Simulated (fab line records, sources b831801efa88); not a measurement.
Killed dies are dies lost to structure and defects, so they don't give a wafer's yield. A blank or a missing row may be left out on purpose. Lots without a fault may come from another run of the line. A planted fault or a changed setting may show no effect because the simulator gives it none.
fab line records | flow sky130
record lots=5 wafers=15 last_day=50
route steps=708 shown VIA2@527 METAL3@532 CAPM@537 PAD_OPEN@708
lots that met no fault: from a run of the same line without faults
start_h: hours from the record's first day to the start of the lot's first wafer shown | wait_h: hours since the lot's step before | " the same as in the row above | L1.1+2: a row that stands for several wafers | - no value, or no start given | * or withheld: withheld | < > ~ a bound
route shown NAME@n: a module of which the file shows steps, and the number in the route of the first | usual: mean/standard deviation of fault-free wafers | same: alike in all rows | chamber/n: place in a boat | sites: the reading at each site | _std_site: their standard deviation | _edge_site: outer sites' mean less inner sites' | radius_mm: how far each site lies from the wafer's centre | mask NAME#n: copy n | behind: the tool/chamber that last shaped the wafer | hold: why the lot was held/for how many hours/how that ended | device: the transistor (n, p or np) that didn't switch | end of line: the same wafers' tests at the end of the route | a step without rows: its recipe alone | killed: dies lost to structure and defects at the first sort, not the wafer's yield | map: a wafer's dies, x killed, . not, _ none there
set.NAME: the setting as run; set.NAME@STEP: as run at that earlier step | model.NAME: the simulator's own value behind a step, which no gauge read
lots at some steps of the route; a table a step, a row a wafer
services: from which hour (start_h, from the record's first day; less than 0 if before it) a tool's chamber was out of use, for how many hours, and why
## steps
# step SKY_VIA2_SPUTTER_20
# recipe material=TiN target_thk_nm=20 chamber_pressure_pa=5 power_w=4000 time_s=80
# step SKY_VIA2_CVD_21
# recipe material=W target_thk_nm=420 time_s=126.4 temp_c=400 pressure_torr=40
# step SKY_VIA2_RS_MEAS_22
# recipe thk_meas_gauge=four-point-probe reads=W_of_VIA2_CVD_21+TiN_of_VIA2_SPUTTER_20
# usual VIA2_W_RS=0.272/0.0032
# columns lot.wafer tool chamber start_h wait_h VIA2_W_RS[ohm/sq]
L409.4 film_metro-03 - 871.70 0.1 0.269
L409.5 " - " " 0.268
L409.6 " - " " 0.274
L408.3 film_metro-04 - 871.96 0.1 0.272
L408.4 " - " " 0.271
L408.5 " - " " 0.272
L418.1 film_metro-04 - 939.41 0.1 0.268
L418.3 " - " " 0.269
L418.6 " - " " 0.270
L425.2 film_metro-02 - 982.48 0.1 0.276
L425.3 " - " " 0.280
L425.6 " - " " 0.277
L429.4 film_metro-03 - 1006.20 0.1 0.271
L429.5 " - " " 0.266
L429.6 " - " " 0.268
# step SKY_VIA2_THK_MEAS_23
# recipe thk_meas_gauge=xrf reads=W_of_VIA2_CVD_21
# usual VIA2_W_THK=439/7.1
# columns lot.wafer tool chamber start_h wait_h VIA2_W_THK[nm]
L409.4 film_metro-03 - 871.79 0.1 446
L409.5 " - " " 445
L409.6 " - " " 435
L408.3 film_metro-04 - 872.06 0.1 434
L408.4 " - " " 437
L408.5 " - " " 433
L418.1 film_metro-04 - 939.53 0.1 445
L418.3 " - " " 445
L418.6 " - " " 438
L425.2 film_metro-02 - 982.59 0.1 432
L425.3 " - " " 425
L425.6 " - " " 429
L429.4 film_metro-03 - 1006.29 0.1 451
L429.5 " - " " 456
L429.6 " - " " 451
# step SKY_VIA2_CMP_24
# recipe stop_on=SiO2 t_overpolish_s=20 down_force_psi=3.5 platen_rpm=60 target_thk_nm=0 pad_velocity_m_s=0.94248
# step SKY_METAL3_SPUTTER_00
# recipe material=Ti target_thk_nm=15 power_w=3000 time_s=10 chamber_pressure_pa=0.4
# usual cathode_dc_power_W=3000.0/0.56 throttle_valve_pct=30.3/1.1
# columns lot.wafer tool chamber start_h wait_h cathode_dc_power_W throttle_valve_pct
L409.4 pvd_sputter-01 - 872.12 0.1 2999.5 29.9
L409.5 " - " " 2999.7 29.8
L409.6 " - " " 3000.7 29.1
L408.3 pvd_sputter-02 - 872.40 0.2 3000.0 29.6
L408.4 " - " " 3000.5 28.5
L408.5 " - " " 3000.2 32.0
L418.1 pvd_sputter-01 - 939.89 0.2 3000.9 30.3
L418.3 " - " " 2999.9 29.7
L418.6 " - " " 2999.5 29.9
L425.2 pvd_sputter-02 - 982.94 0.1 2999.6 28.8
L425.3 " - " " 2999.5 29.0
L425.6 " - " " 3000.6 32.2
L429.4 pvd_sputter-04 - 1006.62 0.2 2999.5 30.5
L429.5 " - " " 3000.3 30.3
L429.6 " - " " 3000.9 30.3
# step SKY_METAL3_SPUTTER_01
# recipe material=TiN target_thk_nm=20 power_w=6500 time_s=16.7 chamber_pressure_pa=0.4
# usual cathode_dc_power_W=6499.9/1.1 throttle_valve_pct=30.3/1.1
# columns lot.wafer tool chamber start_h wait_h cathode_dc_power_W throttle_valve_pct
L409.4 pvd_sputter-01 - 872.14 0.0 6499.2 30.1
L409.5 " - " " 6500.9 29.9
L409.6 " - " " 6499.6 29.2
L408.3 pvd_sputter-02 - 872.43 0.0 6499.8 29.8
L408.4 " - " " 6501.4 28.8
L408.5 " - " " 6501.4 32.2
L418.1 pvd_sputter-01 - 939.91 0.0 6502.0 30.2
L418.3 " - " " 6501.3 29.7
L418.6 " - " " 6501.4 29.4
L425.2 pvd_sputter-02 - 982.97 0.0 6501.3 28.7
L425.3 " - " " 6499.5 29.5
L425.6 " - " " 6501.2 32.0
L429.4 pvd_sputter-04 - 1006.64 0.0 6502.1 30.6
L429.5 " - " " 6498.2 30.4
L429.6 " - " " 6499.9 30.4
# step SKY_METAL3_SPUTTER_02
# recipe material=AlCu target_thk_nm=735 power_w=10600 time_s=39.1 chamber_pressure_pa=0.4
# usual cathode_dc_power_W=10600/1.7 throttle_valve_pct=30.3/1.1
# columns lot.wafer tool chamber start_h wait_h cathode_dc_power_W throttle_valve_pct
L409.4 pvd_sputter-01 - 872.17 0.0 10601 30.0
L409.5 " - " " 10602 29.8
L409.6 " - " " 10598 28.8
L408.3 pvd_sputter-02 - 872.45 0.0 10600 29.6
L408.4 " - " " 10599 28.7
L408.5 " - " " 10600 32.4
L418.1 pvd_sputter-01 - 939.94 0.0 10600 30.0
L418.3 " - " " 10602 29.8
L418.6 " - " " 10602 30.0
L425.2 pvd_sputter-02 - 982.99 0.0 10601 28.4
L425.3 " - " " 10599 29.1
L425.6 " - " " 10597 32.0
L429.4 pvd_sputter-04 - 1006.67 0.0 10599 30.4
L429.5 " - " " 10601 30.4
L429.6 " - " " 10601 30.3
# step SKY_METAL3_SPUTTER_03
# recipe material=Ti target_thk_nm=5 power_w=3000 time_s=3.3 chamber_pressure_pa=0.4
# step SKY_METAL3_SPUTTER_04
# recipe material=TiN target_thk_nm=70 power_w=6500 time_s=58.3 chamber_pressure_pa=0.4
# usual cathode_dc_power_W=6500.0/1.2 throttle_valve_pct=30.3/1.1
# columns lot.wafer tool chamber start_h wait_h cathode_dc_power_W throttle_valve_pct
L409.4 pvd_sputter-01 - 872.22 0.0 6499.5 29.8
L409.5 " - " " 6500.6 30.0
L409.6 " - " " 6498.9 28.9
L408.3 pvd_sputter-02 - 872.51 0.0 6500.5 29.4
L408.4 " - " " 6500.7 28.5
L408.5 " - " " 6499.5 32.1
L418.1 pvd_sputter-01 - 940.00 0.0 6500.9 30.3
L418.3 " - " " 6499.6 29.6
L418.6 " - " " 6499.1 30.1
L425.2 pvd_sputter-02 - 983.05 0.0 6498.9 28.5
L425.3 " - " " 6497.3 29.3
L425.6 " - " " 6502.7 32.3
L429.4 pvd_sputter-04 - 1006.72 0.0 6501.6 30.5
L429.5 " - " " 6501.3 30.3
L429.6 " - " " 6500.2 30.2
# step SKY_CAPM_CVD_00
# recipe material=SiO2 target_thk_nm=15.5 temp_c=400 time_s=withheld rf_w=450
# step SKY_CAPM_THK_MEAS_01
# recipe reads=SiO2_of_CAPM_CVD_00
# usual CAPM_CVD_00_THK=15.53/0.2
# columns lot.wafer tool chamber start_h wait_h CAPM_CVD_00_THK[nm]
L409.4 film_metro-03 - 872.32 - 15.43
L409.5 " - " " 15.54
L409.6 " - " " 15.51
L408.3 film_metro-03 - 872.60 - 15.56
L408.4 " - " " 15.86
L408.5 " - " " 15.56
L418.1 film_metro-02 - 940.07 - 15.55
L418.3 " - " " 15.49
L418.6 " - " " 15.86
L425.2 film_metro-01 - 983.13 - 14.90
L425.3 " - " " 15.19
L425.6 " - " " 15.41
L429.4 film_metro-01 - 1006.83 - 15.63
L429.5 " - " " 15.51
L429.6 " - " " 15.98
# step SKY_CAPM_SPUTTER_02
# recipe material=TiN target_thk_nm=200 temp_c=300 power_w=6500 time_s=169.3 chamber_pressure_pa=0.4
# usual cathode_dc_power_W=6500.0/1.1 throttle_valve_pct=29.9/1.1
# columns lot.wafer tool chamber start_h wait_h cathode_dc_power_W throttle_valve_pct model.TiN_of_CAPM_SPUTTER_02.thk_nm
L409.4 pvd_sputter-03 - 872.35 0.0 6499.9 30.8 207
L409.5 " - " " 6499.0 28.3 203.9
L409.6 " - " " 6497.7 30.0 205.1
L408.3 pvd_sputter-01 - 872.64 0.0 6499.9 29.8 205.7
L408.4 " - " " 6500.0 30.4 205.7
L408.5 " - " " 6500.8 29.6 204.9
L418.1 pvd_sputter-03 - 940.13 0.1 6500.2 31.0 204.4
L418.3 " - " " 5505.4 28.2 168.6
L418.6 " - " " 5506.0 28.5 168.7
L425.2 pvd_sputter-01 - 983.18 0.0 6498.2 29.6 204.2
L425.3 " - " " 6501.3 29.9 205.2
L425.6 " - " " 6501.5 29.3 204.9
L429.4 pvd_sputter-01 - 1006.86 0.0 6498.3 29.3 205.8
L429.5 " - " " 6500.4 30.2 203.9
L429.6 " - " " 6499.6 29.0 207.1
# step SKY_CAPM_RS_MEAS_03
# recipe thk_meas_gauge=four-point-probe reads=TiN_of_CAPM_SPUTTER_02
# usual CAPM_TIN_RS=6.79/0.08
# columns lot.wafer tool chamber start_h wait_h hold CAPM_TIN_RS[ohm/sq]
L409.4 film_metro-02 - 872.52 0.1 - 6.67
L409.5 " - " " - 6.76
L409.6 " - " " - 6.72
L408.3 film_metro-03 - 872.79 0.1 - 6.71
L408.4 " - " " - 6.73
L408.5 " - " " - 6.74
L418.1 film_metro-02 - 940.24 0.1 await_dispo/0.2h/release 6.75
L418.3 " - " " await_dispo/0.2h/release 8.22
L418.6 " - " " await_dispo/0.2h/release 8.21
L418.1 film_metro-02 - 940.52 0.3 - 6.76
L418.3 " - " " - 8.22
L418.6 " - " " - 8.20
L425.2 film_metro-03 - 983.31 0.1 - 6.77
L425.3 " - " " - 6.75
L425.6 " - " " - 6.74
L429.4 film_metro-03 - 1007.02 0.1 - 6.71
L429.5 " - " " - 6.79
L429.6 " - " " - 6.68
# step SKY_CAPM_THK_MEAS_04
# recipe thk_meas_gauge=xrf reads=TiN_of_CAPM_SPUTTER_02
# usual CAPM_TIN_THK=203.6/3
# columns lot.wafer tool chamber start_h wait_h hold CAPM_TIN_THK[nm]
L409.4 film_metro-02 - 872.61 0.1 - 208.2
L409.5 " - " " - 204.2
L409.6 " - " " - 205.9
L408.3 film_metro-03 - 872.89 0.1 - 207.6
L408.4 " - " " - 207.5
L408.5 " - " " - 207.0
L418.1 film_metro-02 - 946.01 5.5 await_dispo/0.2h/release 203.8
L418.3 " - " " await_dispo/0.2h/release 168.0
L418.6 " - " " await_dispo/0.2h/release 167.5
L418.1 film_metro-02 - 946.24 0.2 - 202.1
L418.3 " - " " - 168.2
L418.6 " - " " - 168.5
L425.2 film_metro-03 - 983.42 0.1 - 204.5
L425.3 " - " " - 205.8
L425.6 " - " " - 205.5
L429.4 film_metro-03 - 1007.11 0.1 - 207.0
L429.5 " - " " - 204.9
L429.6 " - " " - 208.4
# step SKY_CAPM_HMDS_06
# recipe prime_time_s=60 prime_temp_c=120
# step SKY_CAPM_COAT_07
# recipe resist=NOVOLAK spin_rpm=3000 resist_thk_nm=1140
# step SKY_CAPM_SOFTBAKE_08
# recipe temp_c=90 time_s=60 resist=NOVOLAK
# step SKY_CAPM_EXPOSE_09
# recipe mask_id=CAPM na=0.6 source_shape=conventional sigma_outer=0.6 polarization=unpolarized target_cd_nm=1000 dose_mj=159
# step SKY_CAPM_PEB_10
# recipe temp_c=withheld time_s=* resist=NOVOLAK
# step SKY_CAPM_DEVELOP_11
# recipe resist=NOVOLAK developer=TMAH develop_time_s=60 dev_temp_c=23
# step SKY_CAPM_OVL_MEAS_12
# usual CAPM_OVL=-1.1/1.4
# columns lot.wafer tool chamber start_h wait_h CAPM_OVL[nm]
L409.4 overlay-01 - 897.24 0.1 -0.1
L409.5 " - " " -0.5
L409.6 " - " " -0.6
L408.3 overlay-01 - 898.33 0.1 -1.2
L408.4 " - " " -2.8
L408.5 " - " " -3.2
L418.1 overlay-01 - 964.61 0.1 -2.6
L418.3 " - " " -3.4
L418.6 " - " " -2.0
L425.2 overlay-02 - 1006.52 0.1 -1.4
L425.3 " - " " -1.7
L425.6 " - " " -2.3
L429.4 overlay-01 - 1029.64 0.1 -1.9
L429.5 " - " " -0.5
L429.6 " - " " -2.2
# step SKY_CAPM_METAL_ETCH_13
# recipe target_depth_nm=220 stop_on=SiO2 chemistry=Cl2/BCl3 target=TiN pressure_mtorr=10 icp_w=900 bias_w=48.5 Cl2_flow_sccm=60 bcl3_flow_sccm=30 time_s=62.9
# usual drypump_motor_current_A=5.6/0.67 oes_product_au=0.951/0.0079 throttle_valve_pct=21.895/0.011
# columns lot.wafer tool chamber start_h wait_h drypump_motor_current_A oes_product_au rf_hours_counter_h throttle_valve_pct
L409.4 rie_metal-04 1 897.28 0.0 6.5 0.967 - 21.889
L409.5 " 1 " " 6.5 0.963 - 21.909
L409.6 " 0 " " 4.8 0.949 - 21.900
L408.3 rie_metal-03 1 898.41 0.1 5.1 0.954 - 21.890
L408.4 " 1 " " 5.1 0.962 - 21.888
L408.5 " 1 " " 5.1 0.953 - 21.876
L418.1 rie_metal-04 1 964.65 0.0 6.5 0.954 7 21.906
L418.3 " 1 " " 6.5 0.853 - 21.936
L418.6 " 1 " " 6.5 0.848 - 21.952
L425.2 rie_metal-02 0 1006.55 0.0 6.7 0.952 19 21.897
L425.3 " 0 " " 6.7 0.959 - 21.900
L425.6 " 1 " " 5.8 0.955 - 21.901
L429.4 rie_metal-04 1 1029.68 0.0 6.5 0.959 - 21.882
L429.5 " 0 " " 4.8 0.943 - 21.886
L429.6 " 1 " " 6.5 0.955 - 21.894
# step SKY_CAPM_STRIP_14
# recipe chemistry=O2/N2 power_w=1400 pressure_mtorr=1500 platen_temp_c=withheld o2_flow_sccm=3000 n2_flow_sccm=300 overash_fraction=0.5
# step SKY_CAPM_STRIP_15
# recipe chemistry=post_etch_residue_remover time_s=1200 temp_c=72.5
# step SKY_CAPM_CLEAN_16
# recipe chemistry=IPA time_s=180 temp_c=25
# step SKY_CAPM_CLEAN_17
# recipe chemistry=O3/DIW dry=n2_spin
# step SKY_METAL3_DEHYDRATE_05
# recipe temp_c=200 time_s=60
# step SKY_METAL3_HMDS_06
# recipe prime_time_s=60 prime_temp_c=120
# step SKY_METAL3_COAT_07
# recipe resist=BARC temp_c=withheld time_s=withheld spin_rpm=3000 resist_thk_nm=60
# step SKY_METAL3_COAT_08
# recipe resist=KrF-thick spin_rpm=3000 resist_thk_nm=1140
# step SKY_METAL3_SOFTBAKE_09
# recipe temp_c=100 time_s=90 resist=KrF-thick
# step SKY_METAL3_EXPOSE_10
# recipe mask_id=MM3 na=0.68 source_shape=annular sigma_inner=0.4 sigma_outer=0.8 target_cd_nm=300 dose_mj=28.22
# step SKY_METAL3_PEB_11
# recipe peb_temp_c=withheld peb_time_s=withheld resist=KrF-thick
# step SKY_METAL3_DEVELOP_12
# recipe develop_time_s=60 resist=KrF-thick dev_temp_c=21
# step SKY_METAL3_CD_MEAS_13
# recipe target_cd_nm=300
# usual cd_nm=300.3/1.5
# columns lot.wafer tool chamber start_h wait_h cd_nm
L409.4 cd_sem-02 - 921.77 - 301.6
L409.5 " - " " 302.3
L409.6 " - " " 301.4
L408.3 cd_sem-02 - 923.88 - 300.0
L408.4 " - " " 302.7
L408.5 " - " " 301.9
L418.1 cd_sem-01 - 989.76 - 299.5
L418.3 " - " " 299.2
L418.6 " - " " 298.7
L425.2 cd_sem-01 - 1029.83 - 299.0
L425.3 " - " " 301.1
L425.6 " - " " 299.8
L429.4 cd_sem-01 - 1053.47 - 299.2
L429.5 " - " " 300.2
L429.6 " - " " 299.4
# step SKY_METAL3_OVL_MEAS_14
# usual METAL3_OVL=-1/5
# columns lot.wafer tool chamber start_h wait_h METAL3_OVL[nm]
L409.4 overlay-01 - 921.85 0.1 -1
L409.5 " - " " -8
L409.6 " - " " -4
L408.3 overlay-02 - 923.97 0.1 0
L408.4 " - " " 1
L408.5 " - " " 0
L418.1 overlay-01 - 989.88 0.1 -3
L418.3 " - " " -8
L418.6 " - " " -2
L425.2 overlay-02 - 1029.94 0.1 -5
L425.3 " - " " -8
L425.6 " - " " -3
L429.4 overlay-02 - 1053.55 0.1 -4
L429.5 " - " " -2
L429.6 " - " " -3
# step SKY_METAL3_DESCUM_15
# recipe chemistry=O2 source_power_w=150 bias_power_w=0 pressure_mtorr=10 temp_c=40 time_s=8
# step SKY_METAL3_ETCH_16
# recipe chemistry=N2/H2 target=BARC ion_energy_ev=200 bias_w=100 pressure_mtorr=30 n2_flow_sccm=100 h2_flow_sccm=200 icp_w=500 stop_on=SiO2 time_s=88.2 target_depth_a=600
# usual drypump_motor_current_A=5.8/0.62 oes_product_au=0.625/0.0049 throttle_valve_pct=13.204/0.0079
# columns lot.wafer tool chamber start_h wait_h drypump_motor_current_A oes_product_au rf_hours_counter_h throttle_valve_pct
L409.4 rie_metal-01 1 921.93 0.0 5.9 0.624 - 13.195
L409.5 " 0 " " 5.7 0.627 - 13.205
L409.6 " 1 " " 5.9 0.621 - 13.207
L408.3 rie_metal-01 0 924.06 0.0 5.7 0.624 - 13.218
L408.4 " 1 " " 5.9 0.623 - 13.195
L408.5 " 1 " " 5.9 0.624 - 13.196
L418.1 rie_metal-02 0 989.95 0.0 6.7 0.633 18 13.206
L418.3 " 0 " " 6.7 0.619 - 13.218
L418.6 " 0 " " 6.7 0.628 - 13.194
L425.2 rie_metal-02 0 1030.00 0.0 6.7 0.630 21 13.210
L425.3 " 0 " " 6.7 0.619 - 13.193
L425.6 " 0 " " 6.7 0.627 - 13.193
L429.4 rie_metal-02 1 1053.63 0.0 5.7 0.625 - 13.212
L429.5 " 0 " " 6.7 0.629 - 13.211
L429.6 " 1 " " 5.8 0.633 - 13.210
# step SKY_METAL3_ETCH_17
# recipe target=SiO2 stop_on=TiN chemistry=C4F8/O2/Ar source_w=1500 bias_w=1200 pressure_mtorr=40 c4f8_flow_sccm=withheld O2_flow_sccm=6 Ar_flow_sccm=300 time_s=3.9 target_depth_a=150
# step SKY_METAL3_METAL_ETCH_18
# recipe target_depth_a=8450 stop_on=SiO2 over_etch_frac=0.3 time_s=183.1 chemistry=Cl2/BCl3 resist_sidewall_deg=88 pressure_mtorr=10 icp_w=900 bias_w=48.5 Cl2_flow_sccm=60 bcl3_flow_sccm=30
# step SKY_METAL3_STRIP_20
# recipe chemistry=post_etch_residue_remover time_s=1200 temp_c=72.5
# columns lot.wafer tool chamber start_h wait_h model.TiN_of_CAPM_SPUTTER_02.thk_nm
L409.4 wet_bench-02 3 922.29 0.0 206.2
L409.5 " 3 " " 203
L409.6 " 3 " " 204.2
L408.3 wet_bench-03 2 924.42 0.0 204.9
L408.4 " 2 " " 204.8
L408.5 " 2 " " 204.1
L418.1 wet_bench-01 3 990.34 0.1 203.6
L418.3 " 3 " " 167.7
L418.6 " 3 " " 167.9
L425.2 wet_bench-02 0 1030.39 0.1 203.4
L425.3 " 0 " " 204.3
L425.6 " 0 " " 204.1
L429.4 wet_bench-03 0 1053.99 0.0 205
L429.5 " 0 " " 203.1
L429.6 " 0 " " 206.3
# step SKY_PAD_OPEN_PROBE_99
# usual defect_limited_yield=82.5/2 killed_at_M0_to_M3=43/7.6 killed_at_M4_up=2.8/1.9 killed_at_contacts=24/4.7 killed_at_front_end=16/4.4 killed_at_other=0.2/0.4 killed_dies=86/9.9 killed_open=47/8.2 killed_short=39/6.3 sort_bin_3_pad_short=0.8/0.42 sort_bin_5_function=10.4/1.5 sort_bin_6_memory=6.2/1.2 sort_n_pass=406/9.9 sort_yield_pct=82.5/2
# same gross_dies=492 killed_at_back_side=0 sort_bin_4_leakage[%]=0 sort_bin_8_speed[%]=0
# columns lot.wafer tool chamber start_h wait_h defect_limited_yield[%] killed_at_M0_to_M3 killed_at_M4_up killed_at_contacts killed_at_front_end killed_at_other killed_dies killed_open killed_short sort_bin_3_pad_short[%] sort_bin_5_function[%] sort_bin_6_memory[%] sort_n_pass sort_yield_pct[%] model.etest.cap_mim.plate_ohm_sq model.etest.cap_mim.bv_v model.etest.cap_mim.leak_log10_a_cm2
L409.4 prober-01 - 1095.28 0.2 83.5 44 2 22 12 1 81 45 36 1.4 9.3 5.7 411 83.5 5.702 13.85 -8.937
L409.5 prober-01 - 1095.33 0.2 78.7 69 1 25 10 0 105 62 43 1.4 11.2 8.7 387 78.7 5.904 13.8 -9.034
L409.6 prober-01 - 1095.38 0.2 84.1 38 1 27 12 0 78 42 36 1.0 10.2 4.7 414 84.1 5.827 14.11 -8.979
L408.3 prober-02 - 1096.74 0.2 81.9 39 4 29 17 0 89 46 43 1.2 10.0 6.9 403 81.9 5.796 13.99 -9.039
L408.4 prober-02 - 1096.79 0.2 79.5 44 5 30 22 0 101 50 51 1.6 11.2 7.7 391 79.5 5.888 14.4 -8.942
L408.5 prober-02 - 1096.84 0.2 84.3 36 2 25 13 1 77 42 35 0.8 7.5 7.3 415 84.3 5.845 14.24 -8.882
L418.1 prober-01 - 1148.73 0.1 86.0 30 6 19 14 0 69 37 32 0.6 10.0 3.5 423 86.0 5.867 13.9 -9.142
L418.3 prober-01 - 1148.83 0.2 84.3 40 5 18 14 0 77 37 40 0.8 11.2 3.7 415 84.3 7.091 12.94 -8.513
L418.6 prober-01 - 1148.98 0.2 83.5 32 1 27 21 0 81 36 45 0.2 9.6 6.7 411 83.5 7.101 13.24 -8.511
L425.2 prober-02 - 1179.35 0.1 81.9 52 2 24 11 0 89 60 29 0.6 9.3 8.1 403 81.9 5.861 13.41 -8.894
L425.3 prober-02 - 1179.40 0.2 82.5 41 3 23 18 1 86 41 45 0.6 10.8 6.1 406 82.5 5.82 13.67 -8.852
L425.6 prober-02 - 1179.55 0.2 83.3 44 1 20 17 0 82 49 33 1.2 8.7 6.7 410 83.3 5.845 13.78 -8.914
L429.4 prober-02 - 1197.18 0.2 80.5 44 2 32 17 1 96 47 49 1.8 11.0 6.7 396 80.5 5.826 13.91 -9.086
L429.5 prober-02 - 1197.23 0.2 81.1 50 1 29 13 0 93 48 45 0.6 10.8 7.5 399 81.1 5.88 13.72 -8.942
L429.6 prober-02 - 1197.28 0.2 83.5 43 1 17 20 0 81 48 33 0.8 11.2 4.5 411 83.5 5.82 14.35 -8.783
# killed by level:class
L409.4 VIA1:geometric_particle:open=11 METAL2:geometric_particle:short=8 LI_CONTACT:geometric_particle:open=7 CONTACT:geometric_particle:open=6 VIA2:geometric_particle:open=6 VIA3:geometric_particle:open=5 CONTACT:geometric_particle:short=5 VIA1:geometric_particle:short=5
L409.5 VIA1:geometric_particle:open=17 VIA3:geometric_particle:open=13 METAL2:geometric_particle:short=11 VIA1:geometric_particle:short=8 CONTACT:geometric_particle:open=7 VIA2:geometric_particle:open=7 LI_CONTACT:geometric_particle:open=6 LOCAL_INTERCONNECT:geometric_particle:short=5
L409.6 VIA1:geometric_particle:open=11 VIA2:geometric_particle:open=8 LI_CONTACT:geometric_particle:open=7 CONTACT:geometric_particle:open=7 LI_CONTACT:geometric_particle:short=5 FIELD_ISO:geometric_particle:short=4 POLY_GATE:geometric_particle:open=4 LOCAL_INTERCONNECT:geometric_particle:short=4
L408.3 CONTACT:geometric_particle:open=10 VIA3:geometric_particle:open=9 CONTACT:geometric_particle:short=7 VIA2:geometric_particle:open=7 VIA1:geometric_particle:short=6 VIA1:geometric_particle:open=6 LI_CONTACT:geometric_particle:open=5 METAL2:geometric_particle:short=5
L408.4 VIA1:geometric_particle:open=15 LI_CONTACT:geometric_particle:open=10 LOCAL_INTERCONNECT:geometric_particle:short=10 POLY_GATE:geometric_particle:open=9 VIA1:geometric_particle:short=7 POLY_GATE:geometric_particle:short=5 CONTACT:geometric_particle:short=5 METAL4:geometric_particle:short=5
L408.5 CONTACT:geometric_particle:open=10 METAL3:geometric_particle:short=8 VIA3:geometric_particle:open=7 LI_CONTACT:geometric_particle:open=6 METAL2:geometric_particle:short=5 VIA1:geometric_particle:open=5 FIELD_ISO:geometric_particle:open=4 LOCAL_INTERCONNECT:geometric_particle:short=4
L418.1 LI_CONTACT:geometric_particle:open=8 VIA1:geometric_particle:open=7 CONTACT:geometric_particle:short=5 FIELD_ISO:geometric_particle:open=4 METAL4:geometric_particle:short=4 VIA3:geometric_particle:open=4 VIA2:geometric_particle:open=4 VIA1:geometric_particle:short=4
L418.3 FIELD_ISO:geometric_particle:short=6 CONTACT:geometric_particle:open=6 VIA2:geometric_particle:short=6 VIA1:geometric_particle:open=6 VIA3:geometric_particle:open=6 VIA1:geometric_particle:short=5 FIELD_ISO:geometric_particle:open=4 LI_CONTACT:geometric_particle:open=4
L418.6 FIELD_ISO:geometric_particle:short=11 CONTACT:geometric_particle:open=10 METAL2:geometric_particle:short=7 LI_CONTACT:geometric_particle:open=6 FIELD_ISO:geometric_particle:open=5 VIA1:geometric_particle:short=5 CONTACT:geometric_particle:short=5 VIA1:geometric_particle:open=5
L425.2 CONTACT:geometric_particle:open=12 VIA1:geometric_particle:open=12 VIA2:geometric_particle:open=9 VIA3:geometric_particle:open=8 POLY_GATE:geometric_particle:open=5 METAL2:geometric_particle:short=5 LI_CONTACT:geometric_particle:open=4 VIA1:geometric_particle:short=4
L425.3 VIA1:geometric_particle:open=9 CONTACT:geometric_particle:open=7 CONTACT:geometric_particle:short=7 METAL1:geometric_particle:short=6 VIA2:geometric_particle:open=6 VIA3:geometric_particle:open=6 FIELD_ISO:geometric_particle:short=5 POLY_GATE:geometric_particle:short=5
L425.6 VIA1:geometric_particle:open=11 VIA3:geometric_particle:open=9 VIA2:geometric_particle:open=8 CONTACT:geometric_particle:open=7 FIELD_ISO:geometric_particle:open=6 VIA1:geometric_particle:short=6 FIELD_ISO:geometric_particle:short=5 LOCAL_INTERCONNECT:geometric_particle:short=5
L429.4 CONTACT:geometric_particle:open=9 METAL1:geometric_particle:short=9 LI_CONTACT:geometric_particle:open=8 VIA1:geometric_particle:open=8 CONTACT:geometric_particle:short=7 FIELD_ISO:geometric_particle:open=5 VIA3:geometric_particle:short=5 VIA3:geometric_particle:open=5
L429.5 CONTACT:geometric_particle:open=11 VIA1:geometric_particle:open=10 METAL2:geometric_particle:short=9 CONTACT:geometric_particle:short=8 VIA3:geometric_particle:open=7 LOCAL_INTERCONNECT:geometric_particle:short=5 VIA1:geometric_particle:short=5 FIELD_ISO:geometric_particle:open=4
L429.6 VIA2:geometric_particle:open=9 VIA3:geometric_particle:open=8 VIA1:geometric_particle:open=7 FIELD_ISO:geometric_particle:short=6 CONTACT:geometric_particle:open=6 METAL2:geometric_particle:short=5 POLY_GATE:geometric_particle:short=4 LI_CONTACT:geometric_particle:open=4
## services
# columns tool chamber start_h hours kind
pvd_sputter-04 3 864.69 - consumable_replace:kit
pvd_sputter-04 3 864.69 18.0 scheduled_down
pvd_sputter-04 3 864.69 18.0 vent_cycle
rie_metal-02 - 874.85 1.4 pm
rie_metal-03 1 876.53 11.0 repair
rie_metal-03 0 897.82 10.2 repair
rie_metal-02 0 909.89 3.1 repair
rie_metal-01 1 957.15 4.1 repair
pvd_sputter-04 2 983.41 - consumable_replace:kit
pvd_sputter-04 2 983.41 18.0 scheduled_down
pvd_sputter-04 2 983.41 18.0 vent_cycle
pvd_sputter-01 - 988.23 4.8 repair
pvd_sputter-01 3 1010.25 - consumable_replace:kit
pvd_sputter-01 3 1010.25 18.0 scheduled_down
pvd_sputter-01 3 1010.25 18.0 vent_cycle
pvd_sputter-01 - 1020.37 0.7 repair
pvd_sputter-02 1 1035.34 - consumable_replace:kit
pvd_sputter-02 1 1035.34 18.0 scheduled_down
pvd_sputter-02 1 1035.34 18.0 vent_cycle
pvd_sputter-04 1 1038.70 - consumable_replace:kit
pvd_sputter-04 1 1038.70 18.0 scheduled_down
pvd_sputter-04 1 1038.70 18.0 vent_cycle
pvd_sputter-03 - 1043.48 3.4 repair
pvd_sputter-04 - 1045.50 29.4 repair
## key
first_sign step=SKY_CAPM_SPUTTER_02 reading=cathode_dc_power_W direction=down sigmas=99+ usual=6500.0 struck=5505.7
effect step=SKY_CAPM_RS_MEAS_03 reading=visit direction=added
effect step=SKY_CAPM_RS_MEAS_03 reading=CAPM_TIN_RS direction=up sigmas=18 usual=6.79 struck=8.21
effect step=SKY_CAPM_THK_MEAS_04 reading=visit direction=added
effect step=SKY_CAPM_THK_MEAS_04 reading=CAPM_TIN_THK direction=down sigmas=12 usual=203.6 struck=167.7
effect step=SKY_CAPM_METAL_ETCH_13 reading=oes_product_au direction=down sigmas=13 usual=0.951 struck=0.851
model_effect step=SKY_CAPM_SPUTTER_02 value=TiN_of_CAPM_SPUTTER_02.thk_nm without=199.8 struck=168.7
model_effect step=SKY_METAL3_STRIP_20 value=TiN_of_CAPM_SPUTTER_02.thk_nm without=198.9 struck=167.8
model_effect step=SKY_PAD_OPEN_PROBE_99 value=etest.cap_mim.plate_ohm_sq without=5.991 struck=7.096
met_at SKY_CAPM_SPUTTER_02
struck_wafers L418.3,L418.6
onset_between 872.35 940.13
fault kind=process_parameter_drift tool=pvd_sputter-03 chamber=- onset_h=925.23 steps=SKY_CAPM_SPUTTER_02 channel=power_w offset=* shape=step end_h=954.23 acts_in=* stated=* scope=struck_wafers_only
